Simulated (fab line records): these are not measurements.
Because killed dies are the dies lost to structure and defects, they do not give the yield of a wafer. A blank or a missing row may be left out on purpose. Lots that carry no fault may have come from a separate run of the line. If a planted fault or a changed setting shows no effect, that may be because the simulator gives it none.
fab line records || flow sky130
record {"lots": 5, "wafers": 15, "lastDay": 50}
route steps=708 shown LDD_N@237
lots with no fault: from the same line, run without faults
startH: hours from the record's first day to the start of the lot's first wafer shown || waitH: time in hours since the lot's previous step || " as in the row above || L1.1+2: several wafers, shown together as one row || - no value, or no start given || * or withheld: withheld || < > ~ a bound
route shown NAME@n: names a module that has steps shown in the file, with the first one's number in the route || usual: mean/standard deviation taken from wafers without a fault || same: alike in all rows || chamber/n: place in a boat || sites: the reading at each site || _std_site: the standard deviation of these || _edge_site: mean of outer sites minus mean of inner sites || radiusMm: for every site, how far away it sits from the centre of the wafer || mask NAME#n: copy n || behind: the most recent tool/chamber to have shaped the wafer || hold: reason for holding the lot/hours on hold/outcome of the hold || device: the transistor (n, p or np) that didn't switch || end of line: the tests these same wafers got at the end of their route || step lacking rows: just its recipe || killed: count of dies lost to structure and defects at first sort (not the wafer's yield) || map: a wafer's dies, x killed, . not, _ none there
set.NAME: the setting that was run; set.NAME@STEP: the one run at that earlier step || model.NAME: the simulator's own value behind a step, which no gauge read
lots at selected steps of the route; one table per step, one row per wafer
services: the hour from which a tool's chamber was out of use, counted from the record's first day as startH (under 0 if before that day), plus the number of hours and why
## steps
# step SKY_LDD_N_DEHYDRATE_00
# recipe {"tempC": 200, "timeS": 60}
{"lot.wafer": "L081.3+4+6", "tool": "lithoTrack-04", "chamber": 0, "startH": 471.03, "waitH": 15.1}
{"lot.wafer": "L086.2+3+5", "tool": "lithoTrack-02", "chamber": 0, "startH": 526.27, "waitH": 13.8}
{"lot.wafer": "L091.1+3+6", "tool": "lithoTrack-03", "chamber": 0, "startH": 533.61, "waitH": 14.8}
{"lot.wafer": "L096.2+4+6", "tool": "lithoTrack-03", "chamber": 0, "startH": 574.44, "waitH": 15.1}
{"lot.wafer": "L097.1+3+4", "tool": "lithoTrack-02", "chamber": 0, "startH": 590.10, "waitH": 14.1}
# step SKY_LDD_N_HMDS_01
# recipe {"primeTimeS": 60, "primeTempC": 120}
{"lot.wafer": "L081.3+4+6", "tool": "lithoTrack-04", "chamber": 0, "startH": 471.18, "waitH": 0.1}
{"lot.wafer": "L086.2+3+5", "tool": "lithoTrack-02", "chamber": 0, "startH": 526.42, "waitH": 0.1}
{"lot.wafer": "L091.1+3+6", "tool": "lithoTrack-03", "chamber": 0, "startH": 533.76, "waitH": 0.1}
{"lot.wafer": "L096.2+4+6", "tool": "lithoTrack-03", "chamber": 0, "startH": 574.59, "waitH": 0.1}
{"lot.wafer": "L097.1+3+4", "tool": "lithoTrack-02", "chamber": 0, "startH": 590.25, "waitH": 0.1}
# step SKY_LDD_N_COAT_02
# recipe {"resist": "NOVOLAK", "spinRpm": 3000, "resistThkNm": 300}
{"lot.wafer": "L081.3+4+6", "tool": "lithoTrack-04", "chamber": 0, "startH": 471.33, "waitH": 0.1}
{"lot.wafer": "L086.2+3+5", "tool": "lithoTrack-02", "chamber": 0, "startH": 526.57, "waitH": 0.1}
{"lot.wafer": "L091.1+3+6", "tool": "lithoTrack-03", "chamber": 0, "startH": 533.91, "waitH": 0.1}
{"lot.wafer": "L096.2+4+6", "tool": "lithoTrack-03", "chamber": 0, "startH": 574.74, "waitH": 0.1}
{"lot.wafer": "L097.1+3+4", "tool": "lithoTrack-02", "chamber": 0, "startH": 590.40, "waitH": 0.1}
# step SKY_LDD_N_SOFTBAKE_03
# recipe {"tempC": 90, "timeS": 60, "resist": "NOVOLAK"}
{"lot.wafer": "L081.3+4+6", "tool": "lithoTrack-04", "chamber": 0, "startH": 471.48, "waitH": 0.1}
{"lot.wafer": "L086.2+3+5", "tool": "lithoTrack-02", "chamber": 0, "startH": 526.72, "waitH": 0.1}
{"lot.wafer": "L091.1+3+6", "tool": "lithoTrack-03", "chamber": 0, "startH": 534.06, "waitH": 0.1}
{"lot.wafer": "L096.2+4+6", "tool": "lithoTrack-03", "chamber": 0, "startH": 574.89, "waitH": 0.1}
{"lot.wafer": "L097.1+3+4", "tool": "lithoTrack-02", "chamber": 0, "startH": 590.55, "waitH": 0.1}
# step SKY_LDD_N_EXPOSE_04
# recipe {"maskId": "NTM", "targetCdNm": 840, "na": 0.6, "sourceShape": "conventional", "sigmaOuter": 0.6, "doseMj": 110}
# usual {"stageVelMmS": "499.99/0.23"}
{"lot.wafer": "L081.3", "tool": "ilineStepper-02", "chamber": 0, "startH": "-", "waitH": "-", "mask": "NTM#0", "stageVelMmS": 499.83}
{"lot.wafer": "L081.4", "tool": "ilineStepper-02", "chamber": 0, "startH": "-", "waitH": "-", "mask": "NTM#0", "stageVelMmS": 500.19}
{"lot.wafer": "L081.6", "tool": "ilineStepper-02", "chamber": 0, "startH": "-", "waitH": "-", "mask": "NTM#0", "stageVelMmS": 500.05}
{"lot.wafer": "L086.2", "tool": "ilineStepper-02", "chamber": 0, "startH": "-", "waitH": "-", "mask": "NTM#0", "stageVelMmS": 500.08}
{"lot.wafer": "L086.3", "tool": "ilineStepper-02", "chamber": 0, "startH": "-", "waitH": "-", "mask": "NTM#0", "stageVelMmS": 499.58}
{"lot.wafer": "L086.5", "tool": "ilineStepper-02", "chamber": 0, "startH": "-", "waitH": "-", "mask": "NTM#0", "stageVelMmS": 499.82}
{"lot.wafer": "L091.1", "tool": "ilineStepper-01", "chamber": 0, "startH": "-", "waitH": "-", "mask": "NTM#0", "stageVelMmS": 499.83}
{"lot.wafer": "L091.3", "tool": "ilineStepper-01", "chamber": 0, "startH": "-", "waitH": "-", "mask": "NTM#0", "stageVelMmS": 499.87}
{"lot.wafer": "L091.6", "tool": "ilineStepper-01", "chamber": 0, "startH": "-", "waitH": "-", "mask": "NTM#0", "stageVelMmS": 499.86}
{"lot.wafer": "L096.2", "tool": "ilineStepper-01", "chamber": 0, "startH": "-", "waitH": "-", "mask": "NTM#0", "stageVelMmS": 499.67}
{"lot.wafer": "L096.4", "tool": "ilineStepper-01", "chamber": 0, "startH": "-", "waitH": "-", "mask": "NTM#0", "stageVelMmS": 499.68}
{"lot.wafer": "L096.6", "tool": "ilineStepper-01", "chamber": 0, "startH": "-", "waitH": "-", "mask": "NTM#0", "stageVelMmS": 499.88}
{"lot.wafer": "L097.1", "tool": "ilineStepper-02", "chamber": 0, "startH": "-", "waitH": "-", "mask": "NTM#0", "stageVelMmS": 499.79}
{"lot.wafer": "L097.3", "tool": "ilineStepper-02", "chamber": 0, "startH": "-", "waitH": "-", "mask": "NTM#0", "stageVelMmS": 499.86}
{"lot.wafer": "L097.4", "tool": "ilineStepper-02", "chamber": 0, "startH": "-", "waitH": "-", "mask": "NTM#0", "stageVelMmS": 499.45}
# step SKY_LDD_N_PEB_05
# recipe {"tempC": "withheld", "timeS": "*", "resist": "NOVOLAK"}
{"lot.wafer": "L081.3+4+6", "tool": "lithoTrack-03", "chamber": 0, "startH": "-", "waitH": "-"}
{"lot.wafer": "L086.2+3+5", "tool": "lithoTrack-03", "chamber": 0, "startH": "-", "waitH": "-"}
{"lot.wafer": "L091.1+3+6", "tool": "lithoTrack-03", "chamber": 0, "startH": "-", "waitH": "-"}
{"lot.wafer": "L096.2+4+6", "tool": "lithoTrack-02", "chamber": 0, "startH": "-", "waitH": "-"}
{"lot.wafer": "L097.1+3+4", "tool": "lithoTrack-04", "chamber": 0, "startH": "-", "waitH": "-"}
# step SKY_LDD_N_DEVELOP_06
# recipe {"developTimeS": 60, "devTempC": 23}
{"lot.wafer": "L081.3+4+6", "tool": "lithoTrack-03", "chamber": 0, "startH": 486.06, "waitH": 0.1}
{"lot.wafer": "L086.2+3+5", "tool": "lithoTrack-03", "chamber": 0, "startH": 542.19, "waitH": 0.1}
{"lot.wafer": "L091.1+3+6", "tool": "lithoTrack-03", "chamber": 0, "startH": 548.91, "waitH": 0.1}
{"lot.wafer": "L096.2+4+6", "tool": "lithoTrack-02", "chamber": 0, "startH": 589.62, "waitH": 0.1}
{"lot.wafer": "L097.1+3+4", "tool": "lithoTrack-04", "chamber": 0, "startH": 605.33, "waitH": 0.1}
# step SKY_LDD_N_OVL_MEAS_07
# usual {"LDD_N_OVL": "-0.5/1.7"}
{"lot.wafer": "L081.3", "tool": "overlay-02", "chamber": "-", "startH": 486.17, "waitH": 0.1, "LDD_N_OVL[nm]": -3.4}
{"lot.wafer": "L081.4", "tool": "overlay-02", "chamber": "-", "startH": 486.17, "waitH": 0.1, "LDD_N_OVL[nm]": -1.5}
{"lot.wafer": "L081.6", "tool": "overlay-02", "chamber": "-", "startH": 486.17, "waitH": 0.1, "LDD_N_OVL[nm]": -0.5}
{"lot.wafer": "L086.2", "tool": "overlay-02", "chamber": "-", "startH": 542.32, "waitH": 0.1, "LDD_N_OVL[nm]": -4.0}
{"lot.wafer": "L086.3", "tool": "overlay-02", "chamber": "-", "startH": 542.32, "waitH": 0.1, "LDD_N_OVL[nm]": -2.9}
{"lot.wafer": "L086.5", "tool": "overlay-02", "chamber": "-", "startH": 542.32, "waitH": 0.1, "LDD_N_OVL[nm]": -1.7}
{"lot.wafer": "L091.1", "tool": "overlay-02", "chamber": "-", "startH": 549.06, "waitH": 0.1, "LDD_N_OVL[nm]": 1.5}
{"lot.wafer": "L091.3", "tool": "overlay-02", "chamber": "-", "startH": 549.06, "waitH": 0.1, "LDD_N_OVL[nm]": 0.2}
{"lot.wafer": "L091.6", "tool": "overlay-02", "chamber": "-", "startH": 549.06, "waitH": 0.1, "LDD_N_OVL[nm]": 0.3}
{"lot.wafer": "L096.2", "tool": "overlay-02", "chamber": "-", "startH": 589.75, "waitH": 0.1, "LDD_N_OVL[nm]": -0.5}
{"lot.wafer": "L096.4", "tool": "overlay-02", "chamber": "-", "startH": 589.75, "waitH": 0.1, "LDD_N_OVL[nm]": -0.1}
{"lot.wafer": "L096.6", "tool": "overlay-02", "chamber": "-", "startH": 589.75, "waitH": 0.1, "LDD_N_OVL[nm]": 0.3}
{"lot.wafer": "L097.1", "tool": "overlay-02", "chamber": "-", "startH": 605.48, "waitH": 0.1, "LDD_N_OVL[nm]": -2.6}
{"lot.wafer": "L097.3", "tool": "overlay-02", "chamber": "-", "startH": 605.48, "waitH": 0.1, "LDD_N_OVL[nm]": -1.5}
{"lot.wafer": "L097.4", "tool": "overlay-02", "chamber": "-", "startH": 605.48, "waitH": 0.1, "LDD_N_OVL[nm]": -1.0}
# step SKY_LDD_N_IMPLANT_08
# recipe {"species": "As", "energyKev": 20, "doseCm2": 7.5e+13, "tiltDeg": "withheld", "rotationDeg": 23}
# usual {"beamOnS": "9.98/0.2", "doseIonsCm2": "7.499e+13/8.5e+10"}
# same {"implantIonAmu": 75}
{"lot.wafer": "L081.3", "tool": "implanter-04", "chamber": 0, "startH": 486.25, "waitH": 0.1, "beamOnS": 10.02, "doseIonsCm2": 7.491e+13}
{"lot.wafer": "L081.4", "tool": "implanter-04", "chamber": 0, "startH": 486.25, "waitH": 0.1, "beamOnS": 10.11, "doseIonsCm2": 7.499e+13}
{"lot.wafer": "L081.6", "tool": "implanter-04", "chamber": 0, "startH": 486.25, "waitH": 0.1, "beamOnS": 9.89, "doseIonsCm2": 7.489e+13}
{"lot.wafer": "L086.2", "tool": "implanter-04", "chamber": 0, "startH": 542.37, "waitH": 0.0, "beamOnS": 10.25, "doseIonsCm2": 7.512e+13}
{"lot.wafer": "L086.3", "tool": "implanter-04", "chamber": 0, "startH": 542.37, "waitH": 0.0, "beamOnS": 10.08, "doseIonsCm2": 7.506e+13}
{"lot.wafer": "L086.5", "tool": "implanter-04", "chamber": 0, "startH": 542.37, "waitH": 0.0, "beamOnS": 10.20, "doseIonsCm2": 7.505e+13}
{"lot.wafer": "L091.1", "tool": "implanter-01", "chamber": 0, "startH": 549.10, "waitH": 0.0, "beamOnS": 9.92, "doseIonsCm2": 7.503e+13}
{"lot.wafer": "L091.3", "tool": "implanter-01", "chamber": 0, "startH": 549.10, "waitH": 0.0, "beamOnS": 9.82, "doseIonsCm2": 7.506e+13}
{"lot.wafer": "L091.6", "tool": "implanter-01", "chamber": 0, "startH": 549.10, "waitH": 0.0, "beamOnS": 10.04, "doseIonsCm2": 7.514e+13}
{"lot.wafer": "L096.2", "tool": "implanter-01", "chamber": 0, "startH": 589.81, "waitH": 0.0, "beamOnS": 10.26, "doseIonsCm2": 7.5e+13}
{"lot.wafer": "L096.4", "tool": "implanter-01", "chamber": 0, "startH": 589.81, "waitH": 0.0, "beamOnS": 9.94, "doseIonsCm2": 7.486e+13}
{"lot.wafer": "L096.6", "tool": "implanter-01", "chamber": 0, "startH": 589.81, "waitH": 0.0, "beamOnS": 10.01, "doseIonsCm2": 7.488e+13}
{"lot.wafer": "L097.1", "tool": "implanter-02", "chamber": 0, "startH": 605.52, "waitH": 0.0, "beamOnS": 9.73, "doseIonsCm2": 7.486e+13}
{"lot.wafer": "L097.3", "tool": "implanter-02", "chamber": 0, "startH": 605.52, "waitH": 0.0, "beamOnS": 9.91, "doseIonsCm2": 7.498e+13}
{"lot.wafer": "L097.4", "tool": "implanter-02", "chamber": 0, "startH": 605.52, "waitH": 0.0, "beamOnS": 10.09, "doseIonsCm2": 7.494e+13}
# step SKY_LDD_N_IMPLANT_09
# recipe {"species": "As", "energyKev": 20, "doseCm2": 7.425e+13, "tiltDeg": "withheld", "rotationDeg": 113}
# usual {"beamOnS": "10.00/0.22", "doseIonsCm2": "7.425e+13/8.3e+10"}
# same {"implantIonAmu": 75}
{"lot.wafer": "L081.3", "tool": "implanter-04", "chamber": 0, "startH": 486.40, "waitH": 0.1, "beamOnS": 9.89, "doseIonsCm2": 7.425e+13}
{"lot.wafer": "L081.4", "tool": "implanter-04", "chamber": 0, "startH": 486.40, "waitH": 0.1, "beamOnS": 9.88, "doseIonsCm2": 7.435e+13}
{"lot.wafer": "L081.6", "tool": "implanter-04", "chamber": 0, "startH": 486.40, "waitH": 0.1, "beamOnS": 10.13, "doseIonsCm2": 7.426e+13}
{"lot.wafer": "L086.2", "tool": "implanter-04", "chamber": 0, "startH": 542.52, "waitH": 0.1, "beamOnS": 10.03, "doseIonsCm2": 7.443e+13}
{"lot.wafer": "L086.3", "tool": "implanter-04", "chamber": 0, "startH": 542.52, "waitH": 0.1, "beamOnS": 10.18, "doseIonsCm2": 7.432e+13}
{"lot.wafer": "L086.5", "tool": "implanter-04", "chamber": 0, "startH": 542.52, "waitH": 0.1, "beamOnS": 9.73, "doseIonsCm2": 7.44e+13}
{"lot.wafer": "L091.1", "tool": "implanter-01", "chamber": 0, "startH": 549.25, "waitH": 0.1, "beamOnS": 10.06, "doseIonsCm2": 7.421e+13}
{"lot.wafer": "L091.3", "tool": "implanter-01", "chamber": 0, "startH": 549.25, "waitH": 0.1, "beamOnS": 10.20, "doseIonsCm2": 7.429e+13}
{"lot.wafer": "L091.6", "tool": "implanter-01", "chamber": 0, "startH": 549.25, "waitH": 0.1, "beamOnS": 9.74, "doseIonsCm2": 7.428e+13}
{"lot.wafer": "L096.2", "tool": "implanter-01", "chamber": 0, "startH": 589.96, "waitH": 0.1, "beamOnS": 10.22, "doseIonsCm2": 7.435e+13}
{"lot.wafer": "L096.4", "tool": "implanter-01", "chamber": 0, "startH": 589.96, "waitH": 0.1, "beamOnS": 9.93, "doseIonsCm2": 7.439e+13}
{"lot.wafer": "L096.6", "tool": "implanter-01", "chamber": 0, "startH": 589.96, "waitH": 0.1, "beamOnS": 9.67, "doseIonsCm2": 7.438e+13}
{"lot.wafer": "L097.1", "tool": "implanter-02", "chamber": 0, "startH": 605.67, "waitH": 0.1, "beamOnS": 10.15, "doseIonsCm2": 7.434e+13}
{"lot.wafer": "L097.3", "tool": "implanter-02", "chamber": 0, "startH": 605.67, "waitH": 0.1, "beamOnS": 9.67, "doseIonsCm2": 7.424e+13}
{"lot.wafer": "L097.4", "tool": "implanter-02", "chamber": 0, "startH": 605.67, "waitH": 0.1, "beamOnS": 10.18, "doseIonsCm2": 7.416e+13}
# step SKY_LDD_N_IMPLANT_10
# recipe {"species": "As", "energyKev": 20, "doseCm2": 7.5e+13, "tiltDeg": "withheld", "rotationDeg": 203}
# usual {"beamOnS": "10.01/0.2", "doseIonsCm2": "7.501e+13/9e+10"}
# same {"implantIonAmu": 75}
{"lot.wafer": "L081.3", "tool": "implanter-04", "chamber": 0, "startH": 486.55, "waitH": 0.1, "beamOnS": 9.97, "doseIonsCm2": 7.503e+13}
{"lot.wafer": "L081.4", "tool": "implanter-04", "chamber": 0, "startH": 486.55, "waitH": 0.1, "beamOnS": 10.46, "doseIonsCm2": 7.507e+13}
{"lot.wafer": "L081.6", "tool": "implanter-04", "chamber": 0, "startH": 486.55, "waitH": 0.1, "beamOnS": 10.10, "doseIonsCm2": 7.493e+13}
{"lot.wafer": "L086.2", "tool": "implanter-04", "chamber": 0, "startH": 542.67, "waitH": 0.1, "beamOnS": 9.99, "doseIonsCm2": 7.504e+13}
{"lot.wafer": "L086.3", "tool": "implanter-04", "chamber": 0, "startH": 542.67, "waitH": 0.1, "beamOnS": 10.07, "doseIonsCm2": 7.478e+13}
{"lot.wafer": "L086.5", "tool": "implanter-04", "chamber": 0, "startH": 542.67, "waitH": 0.1, "beamOnS": 10.13, "doseIonsCm2": 7.512e+13}
{"lot.wafer": "L091.1", "tool": "implanter-01", "chamber": 0, "startH": 549.40, "waitH": 0.1, "beamOnS": 10.03, "doseIonsCm2": 7.507e+13}
{"lot.wafer": "L091.3", "tool": "implanter-01", "chamber": 0, "startH": 549.40, "waitH": 0.1, "beamOnS": 9.64, "doseIonsCm2": 7.506e+13}
{"lot.wafer": "L091.6", "tool": "implanter-01", "chamber": 0, "startH": 549.40, "waitH": 0.1, "beamOnS": 10.01, "doseIonsCm2": 7.491e+13}
{"lot.wafer": "L096.2", "tool": "implanter-01", "chamber": 0, "startH": 590.11, "waitH": 0.1, "beamOnS": 10.24, "doseIonsCm2": 7.511e+13}
{"lot.wafer": "L096.4", "tool": "implanter-01", "chamber": 0, "startH": 590.11, "waitH": 0.1, "beamOnS": 9.88, "doseIonsCm2": 7.494e+13}
{"lot.wafer": "L096.6", "tool": "implanter-01", "chamber": 0, "startH": 590.11, "waitH": 0.1, "beamOnS": 10.10, "doseIonsCm2": 7.488e+13}
{"lot.wafer": "L097.1", "tool": "implanter-02", "chamber": 0, "startH": 605.82, "waitH": 0.1, "beamOnS": 10.07, "doseIonsCm2": 7.513e+13}
{"lot.wafer": "L097.3", "tool": "implanter-02", "chamber": 0, "startH": 605.82, "waitH": 0.1, "beamOnS": 10.06, "doseIonsCm2": 7.508e+13}
{"lot.wafer": "L097.4", "tool": "implanter-02", "chamber": 0, "startH": 605.82, "waitH": 0.1, "beamOnS": 9.90, "doseIonsCm2": 7.491e+13}
# step SKY_LDD_N_IMPLANT_11
# recipe {"species": "As", "energyKev": 20, "doseCm2": 7.5e+13, "tiltDeg": "withheld", "rotationDeg": 293}
# usual {"beamOnS": "10.00/0.18", "doseIonsCm2": "7.499e+13/8.7e+10"}
# same {"implantIonAmu": 75}
{"lot.wafer": "L081.3", "tool": "implanter-04", "chamber": 0, "startH": 486.70, "waitH": 0.1, "beamOnS": 9.64, "doseIonsCm2": 7.493e+13}
{"lot.wafer": "L081.4", "tool": "implanter-04", "chamber": 0, "startH": 486.70, "waitH": 0.1, "beamOnS": 10.01, "doseIonsCm2": 7.496e+13}
{"lot.wafer": "L081.6", "tool": "implanter-04", "chamber": 0, "startH": 486.70, "waitH": 0.1, "beamOnS": 10.14, "doseIonsCm2": 7.497e+13}
{"lot.wafer": "L086.2", "tool": "implanter-04", "chamber": 0, "startH": 542.82, "waitH": 0.1, "beamOnS": 10.29, "doseIonsCm2": 7.494e+13}
{"lot.wafer": "L086.3", "tool": "implanter-04", "chamber": 0, "startH": 542.82, "waitH": 0.1, "beamOnS": 9.92, "doseIonsCm2": 7.49e+13}
{"lot.wafer": "L086.5", "tool": "implanter-04", "chamber": 0, "startH": 542.82, "waitH": 0.1, "beamOnS": 10.00, "doseIonsCm2": 7.503e+13}
{"lot.wafer": "L091.1", "tool": "implanter-01", "chamber": 0, "startH": 549.55, "waitH": 0.1, "beamOnS": 10.34, "doseIonsCm2": 7.518e+13}
{"lot.wafer": "L091.3", "tool": "implanter-01", "chamber": 0, "startH": 549.55, "waitH": 0.1, "beamOnS": 9.64, "doseIonsCm2": 7.496e+13}
{"lot.wafer": "L091.6", "tool": "implanter-01", "chamber": 0, "startH": 549.55, "waitH": 0.1, "beamOnS": 10.13, "doseIonsCm2": 7.501e+13}
{"lot.wafer": "L096.2", "tool": "implanter-01", "chamber": 0, "startH": 590.26, "waitH": 0.1, "beamOnS": 9.80, "doseIonsCm2": 7.496e+13}
{"lot.wafer": "L096.4", "tool": "implanter-01", "chamber": 0, "startH": 590.26, "waitH": 0.1, "beamOnS": 10.00, "doseIonsCm2": 7.49e+13}
{"lot.wafer": "L096.6", "tool": "implanter-01", "chamber": 0, "startH": 590.26, "waitH": 0.1, "beamOnS": 9.98, "doseIonsCm2": 7.5e+13}
{"lot.wafer": "L097.1", "tool": "implanter-02", "chamber": 0, "startH": 605.97, "waitH": 0.1, "beamOnS": 9.87, "doseIonsCm2": 7.513e+13}
{"lot.wafer": "L097.3", "tool": "implanter-02", "chamber": 0, "startH": 605.97, "waitH": 0.1, "beamOnS": 9.75, "doseIonsCm2": 7.509e+13}
{"lot.wafer": "L097.4", "tool": "implanter-02", "chamber": 0, "startH": 605.97, "waitH": 0.1, "beamOnS": 9.80, "doseIonsCm2": 7.485e+13}
## services
{"tool": "ilineStepper-01", "chamber": "-", "startH": 480.24, "hours": 1.7, "kind": "pm"}
{"tool": "ilineStepper-01", "chamber": 0, "startH": 517.45, "hours": "-", "kind": "calibration"}
{"tool": "implanter-01", "chamber": "-", "startH": 526.18, "hours": 19.2, "kind": "repair"}
{"tool": "implanter-04", "chamber": "-", "startH": 531.88, "hours": 1.8, "kind": "repair"}
{"tool": "ilineStepper-02", "chamber": 0, "startH": 532.48, "hours": "-", "kind": "calibration"}
{"tool": "ilineStepper-01", "chamber": "-", "startH": 540.70, "hours": "-", "kind": "calibration"}
{"tool": "implanter-01", "chamber": "-", "startH": 545.43, "hours": 3.0, "kind": "pm"}
{"tool": "ilineStepper-02", "chamber": "-", "startH": 568.47, "hours": 1.7, "kind": "pm"}
{"tool": "implanter-01", "chamber": "-", "startH": 571.97, "hours": 2.0, "kind": "repair"}
{"tool": "implanter-02", "chamber": "-", "startH": 600.63, "hours": 0.7, "kind": "repair"}
## key
fault none
